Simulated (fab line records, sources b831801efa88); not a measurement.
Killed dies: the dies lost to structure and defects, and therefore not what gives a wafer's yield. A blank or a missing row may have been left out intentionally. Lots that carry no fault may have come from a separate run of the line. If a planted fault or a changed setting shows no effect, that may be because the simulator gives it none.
fab line records -- flow sky130
[record] lots = 7, wafers = 21, lastDay = 49
route steps=708 shown METAL4@602 CAP2M@603
lots that met no fault: from a run of the same line without faults
startH: hours from the record's opening day to when the first of the lot's shown wafers began -- waitH: hours since the lot's step before -- " as in the row above -- L1.1+2: one row covering several wafers at once -- - no value, or no start was given -- * or withheld: withheld -- < > ~ a bound
route shown NAME@n: NAME is a module with steps in the file, n the number in the route of the first one -- usual: the fault-free wafers' mean and standard deviation -- same: alike in all rows -- chamber/n: place in a boat -- sites: each site's reading -- _std_site: their standard deviation -- _edge_site: mean of outer sites minus mean of inner sites -- radiusMm: how far each site lies from the wafer's centre -- mask NAME#n: copy n -- behind: the most recent tool/chamber to have shaped the wafer -- hold: the reason the lot was held/the length of the hold in hours/how it ended -- device: which transistor (n, p or np) failed to switch -- end of line: tests run on the same wafers once the route is complete -- where a step has no rows: the recipe by itself -- killed: at the first sort, the dies lost to defects and structure; wafer yield is something else -- map: a wafer's dies, x killed, . not, _ none there
set.NAME: the setting the step ran with; set.NAME@STEP: the setting that earlier step ran with -- model.NAME: the simulator's own value behind a step, which no gauge read
certain route steps with their lots: each step a table, each wafer a row
services: when a tool's chamber went out of use (startH, in hours from the record's first day, below 0 if earlier), for how many hours, and the reason
[[steps]]
[step SKY_METAL4_SPUTTER_04]
[recipe] material = TiN, targetThkNm = 70, powerW = 6500, timeS = 58.3, chamberPressurePa = 0.4
[usual] throttleValvePct = 29.9/1.1
lot.wafer,tool,chamber,startH,waitH,throttleValvePct
L707.2,pvdSputter-04,-,929.93,0.0,31.1
L707.4,pvdSputter-04,-,929.93,0.0,30.6
L707.6,pvdSputter-04,-,929.93,0.0,29.4
L713.2,pvdSputter-03,-,993.83,0.0,31.0
L713.3,pvdSputter-03,-,993.83,0.0,27.8
L713.4,pvdSputter-03,-,993.83,0.0,31.2
L714.2,pvdSputter-04,-,995.44,0.0,28.9
L714.3,pvdSputter-04,-,995.44,0.0,31.3
L714.4,pvdSputter-04,-,995.44,0.0,30.6
L716.4,pvdSputter-03,-,997.99,0.0,30.7
L716.5,pvdSputter-03,-,997.99,0.0,27.3
L716.6,pvdSputter-03,-,997.99,0.0,30.1
L723.1,pvdSputter-02,-,1034.49,0.0,29.2
L723.3,pvdSputter-02,-,1034.49,0.0,29.1
L723.4,pvdSputter-02,-,1034.49,0.0,30.0
L725.3,pvdSputter-04,-,1052.06,0.0,31.2
L725.5,pvdSputter-04,-,1052.06,0.0,31.5
L725.6,pvdSputter-04,-,1052.06,0.0,30.7
L727.1,pvdSputter-02,-,1060.21,0.0,29.0
L727.4,pvdSputter-02,-,1060.21,0.0,29.3
L727.6,pvdSputter-02,-,1060.21,0.0,29.2
[step SKY_CAP2M_CVD_00]
[recipe] material = SiO2, targetThkNm = 15.5, tempC = 400, timeS = withheld, rfW = 450
[usual] heaterPowerW = 709/75, rfFwdPowerW = 440.9/1.9
lot.wafer,tool,chamber,startH,waitH,heaterPowerW,rfFwdPowerW
L707.2,pecvd-03,1,929.98,0.0,625,441.6
L707.4,pecvd-03,1,929.98,0.0,610,441.0
L707.6,pecvd-03,2,929.98,0.0,682,437.5
L713.2,pecvd-01,2,993.88,0.0,608,441.1
L713.3,pecvd-01,2,993.88,0.0,583,441.8
L713.4,pecvd-01,1,993.88,0.0,696,439.7
L714.2,pecvd-04,1,995.49,0.0,656,442.4
L714.3,pecvd-04,2,995.49,0.0,767,443.3
L714.4,pecvd-04,2,995.49,0.0,757,442.8
L716.4,pecvd-03,0,998.05,0.0,736,439.8
L716.5,pecvd-03,2,998.05,0.0,747,440.8
L716.6,pecvd-03,1,998.05,0.0,637,442.1
L723.1,pecvd-01,1,1034.54,0.0,831,439.2
L723.3,pecvd-01,2,1034.54,0.0,642,438.6
L723.4,pecvd-01,2,1034.54,0.0,654,442.4
L725.3,pecvd-04,2,1052.11,0.0,766,445.4
L725.5,pecvd-04,0,1052.11,0.0,764,441.0
L725.6,pecvd-04,1,1052.11,0.0,552,444.1
L727.1,pecvd-03,1,1060.26,0.0,675,440.0
L727.4,pecvd-03,0,1060.26,0.0,673,439.5
L727.6,pecvd-03,2,1060.26,0.0,751,438.9
[step SKY_CAP2M_THK_MEAS_01]
[recipe] reads = SiO2_of_CAP2M_CVD_00
[usual] CAP2M_CVD_00_THK = 15.42/0.23
lot.wafer,tool,chamber,startH,waitH,CAP2M_CVD_00_THK[nm]
L707.2,filmMetro-04,-,930.01,-,15.09
L707.4,filmMetro-04,-,930.01,-,15.57
L707.6,filmMetro-04,-,930.01,-,15.43
L713.2,filmMetro-01,-,993.93,-,15.00
L713.3,filmMetro-01,-,993.93,-,15.27
L713.4,filmMetro-01,-,993.93,-,15.36
L714.2,filmMetro-01,-,995.52,-,15.59
L714.3,filmMetro-01,-,995.52,-,15.40
L714.4,filmMetro-01,-,995.52,-,15.85
L716.4,filmMetro-01,-,998.09,-,15.29
L716.5,filmMetro-01,-,998.09,-,15.40
L716.6,filmMetro-01,-,998.09,-,15.21
L723.1,filmMetro-03,-,1034.56,-,15.71
L723.3,filmMetro-03,-,1034.56,-,15.21
L723.4,filmMetro-03,-,1034.56,-,15.33
L725.3,filmMetro-01,-,1052.15,-,15.39
L725.5,filmMetro-01,-,1052.15,-,15.33
L725.6,filmMetro-01,-,1052.15,-,15.46
L727.1,filmMetro-01,-,1060.28,-,15.53
L727.4,filmMetro-01,-,1060.28,-,15.90
L727.6,filmMetro-01,-,1060.28,-,15.73
[step SKY_CAP2M_SPUTTER_02]
[recipe] material = TiN, targetThkNm = 200, tempC = 300, powerW = 6500, timeS = 166.7, chamberPressurePa = 0.4
[usual] substrateTempC = 299.98/0.2, throttleValvePct = 30.0/1
lot.wafer,tool,chamber,startH,waitH,substrateTempC,throttleValvePct
L707.2,pvdSputter-02,-,930.06,0.0,300.11,29.9
L707.4,pvdSputter-02,-,930.06,0.0,299.67,29.0
L707.6,pvdSputter-02,-,930.06,0.0,300.05,29.0
L713.2,pvdSputter-02,-,993.98,0.0,299.79,29.7
L713.3,pvdSputter-02,-,993.98,0.0,299.84,29.0
L713.4,pvdSputter-02,-,993.98,0.0,300.01,29.4
L714.2,pvdSputter-02,-,995.57,0.0,299.87,29.3
L714.3,pvdSputter-02,-,995.57,0.0,299.89,29.1
L714.4,pvdSputter-02,-,995.57,0.0,300.07,29.1
L716.4,pvdSputter-01,-,998.12,0.0,299.85,31.0
L716.5,pvdSputter-01,-,998.12,0.0,299.82,31.1
L716.6,pvdSputter-01,-,998.12,0.0,299.75,29.8
L723.1,pvdSputter-03,-,1034.62,0.1,299.72,30.8
L723.3,pvdSputter-03,-,1034.62,0.1,299.80,27.8
L723.4,pvdSputter-03,-,1034.62,0.1,299.78,30.3
L725.3,pvdSputter-03,-,1052.19,0.0,300.14,27.7
L725.5,pvdSputter-03,-,1052.19,0.0,299.93,30.9
L725.6,pvdSputter-03,-,1052.19,0.0,299.91,31.4
L727.1,pvdSputter-01,-,1060.34,0.1,300.12,30.7
L727.4,pvdSputter-01,-,1060.34,0.1,299.88,29.6
L727.6,pvdSputter-01,-,1060.34,0.1,299.98,28.9
[step SKY_CAP2M_RS_MEAS_03]
[recipe] thkMeasGauge = four-point-probe, reads = TiN_of_CAP2M_SPUTTER_02
[usual] CAP2M_TIN_RS = 6.92/0.092
lot.wafer,tool,chamber,startH,waitH,CAP2M_TIN_RS[ohm/sq]
L707.2,filmMetro-04,-,930.24,0.1,7.04
L707.4,filmMetro-04,-,930.24,0.1,7.04
L707.6,filmMetro-04,-,930.24,0.1,6.95
L713.2,filmMetro-01,-,994.10,0.1,6.78
L713.3,filmMetro-01,-,994.10,0.1,6.79
L713.4,filmMetro-01,-,994.10,0.1,6.84
L714.2,filmMetro-03,-,995.75,0.1,6.79
L714.3,filmMetro-03,-,995.75,0.1,6.74
L714.4,filmMetro-03,-,995.75,0.1,6.76
L716.4,filmMetro-03,-,998.29,0.1,6.97
L716.5,filmMetro-03,-,998.29,0.1,6.98
L716.6,filmMetro-03,-,998.29,0.1,6.89
L723.1,filmMetro-01,-,1034.73,0.1,6.99
L723.3,filmMetro-01,-,1034.73,0.1,6.93
L723.4,filmMetro-01,-,1034.73,0.1,6.94
L725.3,filmMetro-04,-,1052.34,0.1,6.84
L725.5,filmMetro-04,-,1052.34,0.1,6.93
L725.6,filmMetro-04,-,1052.34,0.1,6.78
L727.1,filmMetro-04,-,1060.45,0.1,7.06
L727.4,filmMetro-04,-,1060.45,0.1,6.92
L727.6,filmMetro-04,-,1060.45,0.1,7.08
[step SKY_CAP2M_THK_MEAS_04]
[recipe] thkMeasGauge = xrf, reads = TiN_of_CAP2M_SPUTTER_02
[usual] CAP2M_TIN_THK = 199.4/2.7
lot.wafer,tool,chamber,startH,waitH,CAP2M_TIN_THK[nm]
L707.2,filmMetro-04,-,930.35,0.1,193.7
L707.4,filmMetro-04,-,930.35,0.1,195.4
L707.6,filmMetro-04,-,930.35,0.1,197.5
L713.2,filmMetro-01,-,994.21,0.1,203.8
L713.3,filmMetro-01,-,994.21,0.1,203.9
L713.4,filmMetro-01,-,994.21,0.1,202.1
L714.2,filmMetro-03,-,995.86,0.1,204.3
L714.3,filmMetro-03,-,995.86,0.1,204.8
L714.4,filmMetro-03,-,995.86,0.1,203.9
L716.4,filmMetro-03,-,998.38,0.1,199.0
L716.5,filmMetro-03,-,998.38,0.1,198.1
L716.6,filmMetro-03,-,998.38,0.1,200.1
L723.1,filmMetro-01,-,1034.85,0.1,198.7
L723.3,filmMetro-01,-,1034.85,0.1,199.4
L723.4,filmMetro-01,-,1034.85,0.1,200.2
L725.3,filmMetro-04,-,1052.44,0.1,200.9
L725.5,filmMetro-04,-,1052.44,0.1,198.9
L725.6,filmMetro-04,-,1052.44,0.1,202.0
L727.1,filmMetro-04,-,1060.57,0.1,195.1
L727.4,filmMetro-04,-,1060.57,0.1,198.0
L727.6,filmMetro-04,-,1060.57,0.1,193.7
[step SKY_CAP2M_DEHYDRATE_05]
[recipe] tempC = 200, timeS = 60
[step SKY_CAP2M_HMDS_06]
[recipe] primeTimeS = 60, primeTempC = 120
[step SKY_CAP2M_COAT_07]
[recipe] resist = NOVOLAK, spinRpm = 3000, resistThkNm = 1140
[step SKY_CAP2M_SOFTBAKE_08]
[recipe] tempC = 90, timeS = 60, resist = NOVOLAK
[step SKY_CAP2M_EXPOSE_09]
[recipe] maskId = CAP2M, na = 0.6, sourceShape = conventional, sigmaOuter = 0.6, polarization = unpolarized, targetCdNm = 1000, doseMj = 159
[step SKY_CAP2M_PEB_10]
[recipe] tempC = withheld, timeS = *, resist = NOVOLAK
[step SKY_CAP2M_DEVELOP_11]
[recipe] resist = NOVOLAK, developer = TMAH, developTimeS = 60, devTempC = 23
[usual] chillPlateTempC = 23.03/0.11, developTimeS = 60/0
lot.wafer,tool,chamber,startH,waitH,chillPlateTempC,developTimeS
L707.2,lithoTrack-03,0,954.35,0.1,22.82,60
L707.4,lithoTrack-03,0,954.35,0.1,22.70,60
L707.6,lithoTrack-03,0,954.35,0.1,22.83,60
L713.2,lithoTrack-03,-,1017.10,0.1,-,-
L713.3,lithoTrack-03,-,1017.10,0.1,-,-
L713.4,lithoTrack-03,-,1017.10,0.1,-,-
L714.2,lithoTrack-02,-,1018.89,0.1,-,-
L714.3,lithoTrack-02,-,1018.89,0.1,-,-
L714.4,lithoTrack-02,-,1018.89,0.1,-,-
L716.4,lithoTrack-02,-,1020.84,0.1,-,-
L716.5,lithoTrack-02,-,1020.84,0.1,-,-
L716.6,lithoTrack-02,-,1020.84,0.1,-,-
L723.1,lithoTrack-01,0,1056.22,0.1,22.98,60
L723.3,lithoTrack-01,0,1056.22,0.1,23.03,60
L723.4,lithoTrack-01,0,1056.22,0.1,23.04,60
L725.3,lithoTrack-03,0,1073.17,0.1,23.11,60
L725.5,lithoTrack-03,0,1073.17,0.1,23.04,60
L725.6,lithoTrack-03,0,1073.17,0.1,23.08,60
L727.1,lithoTrack-02,0,1080.72,0.1,22.90,60
L727.4,lithoTrack-02,0,1080.72,0.1,23.01,60
L727.6,lithoTrack-02,0,1080.72,0.1,23.02,60
[step SKY_CAP2M_OVL_MEAS_12]
[usual] CAP2M_OVL = 0.2/1.3
lot.wafer,tool,chamber,startH,waitH,CAP2M_OVL[nm]
L707.2,overlay-01,-,954.48,0.1,3.0
L707.4,overlay-01,-,954.48,0.1,1.5
L707.6,overlay-01,-,954.48,0.1,1.6
L713.2,overlay-02,-,1017.23,0.1,-
L713.3,overlay-02,-,1017.23,0.1,-
L713.4,overlay-02,-,1017.23,0.1,-
L714.2,overlay-01,-,1019.02,0.1,-
L714.3,overlay-01,-,1019.02,0.1,-
L714.4,overlay-01,-,1019.02,0.1,-
L716.4,overlay-01,-,1020.93,0.1,-
L716.5,overlay-01,-,1020.93,0.1,-
L716.6,overlay-01,-,1020.93,0.1,-
L723.1,overlay-02,-,1056.37,0.1,1.3
L723.3,overlay-02,-,1056.37,0.1,-0.9
L723.4,overlay-02,-,1056.37,0.1,0.1
L725.3,overlay-02,-,1073.29,0.1,0.3
L725.5,overlay-02,-,1073.29,0.1,-0.8
L725.6,overlay-02,-,1073.29,0.1,-0.8
L727.1,overlay-02,-,1080.87,0.1,2.1
L727.4,overlay-02,-,1080.87,0.1,1.0
L727.6,overlay-02,-,1080.87,0.1,0.6
[[services]]
tool,chamber,startH,hours,kind
pvdSputter-01,-,908.66,1.5,repair
pecvd-01,-,918.01,6.0,pm
pecvd-01,0,920.37,2.1,scheduledDown
pecvd-03,0,936.64,2.2,repair
pecvd-03,1,937.11,2.1,scheduledDown
pvdSputter-04,-,941.97,3.6,repair
pvdSputter-02,-,942.76,0.7,repair
pecvd-03,-,950.89,5.5,pm
pvdSputter-04,-,958.96,1.2,repair
pecvd-03,0,963.94,16.5,repair
pecvd-04,2,989.21,5.5,scheduledDown
pecvd-01,0,989.57,9.4,repair
pecvd-01,2,1004.49,2.1,scheduledDown
pecvd-04,-,1012.51,1.4,repair
pecvd-04,1,1013.60,5.5,scheduledDown
pecvd-04,1,1020.91,12.6,repair
pecvd-03,2,1036.93,6.5,repair
pecvd-01,2,1038.37,5.5,scheduledDown
pecvd-01,-,1038.74,0.6,repair
pecvd-03,-,1065.35,2.8,pm
pecvd-01,1,1071.06,2.1,scheduledDown
[[key]]
[firstSign] step = SKY_CAP2M_DEVELOP_11, reading = toolRecord, direction = missing
effect none on later readings
metAt SKY_CAP2M_DEVELOP_11
struckWafers L713.2,L713.3,L713.4,L714.2,L714.3,L714.4,L716.4,L716.5,L716.6
laterRowsLeftOut L713.2,L713.3,L713.4,L714.2,L714.3,L714.4,L716.4,L716.5,L716.6
sortLeftOut L713.2,L713.3,L713.4,L714.2,L714.3,L714.4,L716.4,L716.5,L716.6
onsetBetween 954.35 1017.10
[fault] kind = skippedStepWhole, tool = lithoTrack-02,lithoTrack-03, chamber = -, onsetH = 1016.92, steps = SKY_CAP2M_DEVELOP_11, scope = struckLotsOnly
// sortLeftOut: the simulated sort isn't trusted on such a fault, so these wafers' sort isn't shown, and their yield isn't known
// laterRowsLeftOut: the simulator's readings of these wafers behind a module that went badly wrong aren't trusted and aren't shown, but for the sort
